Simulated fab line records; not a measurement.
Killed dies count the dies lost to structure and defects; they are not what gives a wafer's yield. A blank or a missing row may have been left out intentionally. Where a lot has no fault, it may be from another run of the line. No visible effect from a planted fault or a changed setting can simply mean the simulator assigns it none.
Matching of chambers + flow sky130 + SKY_CAPM_CVD_00 on pecvd-01: 3 sister chambers
The step deposits SiO2, target thk 15.5 nm. 3 wafers are shown with their chamber, then 10 later ones without.

== WAFERS WITH THEIR CHAMBER ==
| wafer  | chamber | heater-power-w (W) |
|--------|---------|--------------------|
| L087.2 | 2       | 914                |
| L096.1 | 0       | 787                |
| L096.2 | 1       | 695                |

== WAFERS WITH NO CHAMBER GIVEN ==
| wafer  | heater-power-w (W) |
|--------|--------------------|
| L096.3 | 897                |
| L096.4 | 863                |
| L096.5 | 686                |
| L096.6 | 755                |
| L097.1 | 628                |
| L097.2 | 850                |
| L097.3 | 649                |
| L097.4 | 664                |
| L097.5 | 656                |
| L097.6 | 852                |

== WHICH CHAMBER EACH WENT THROUGH ==
| wafer  | from the rows above     | in truth                   |
|--------|-------------------------|----------------------------|
| L096.3 | 2                       | 2                          |
| L096.4 | can't be placed: 2 or 0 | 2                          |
| L096.5 | 1                       | 1                          |
| L096.6 | can't be placed: 0 or 1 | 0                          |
| L097.1 | 1                       | 1                          |
| L097.2 | can't be placed: 0 or 2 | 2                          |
| L097.3 | 1                       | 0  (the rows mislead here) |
| L097.4 | 1                       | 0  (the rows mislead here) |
| L097.5 | 1                       | 1                          |
| L097.6 | can't be placed: 2 or 0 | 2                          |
Correct placement for 4 of the 10. These rows do not allow placing 4 (true chamber among the candidates in 4). Number placed wrongly: 2.
How it was worked out, from the rows above alone: a wafer's distance from a chamber is the root of the sum, over the readings, of the square of ((its reading less the chamber's mean) divided by the reading's scatter). If the next closest chamber is less than 2 further off than the closest, the wafer can't be placed; otherwise it belongs to the closest. The mean given for a chamber averages the wafers shown for that chamber. The scatter: with one shown wafer a chamber, the root of the mean of the squares of how far each hidden wafer lies from its nearest shown one.
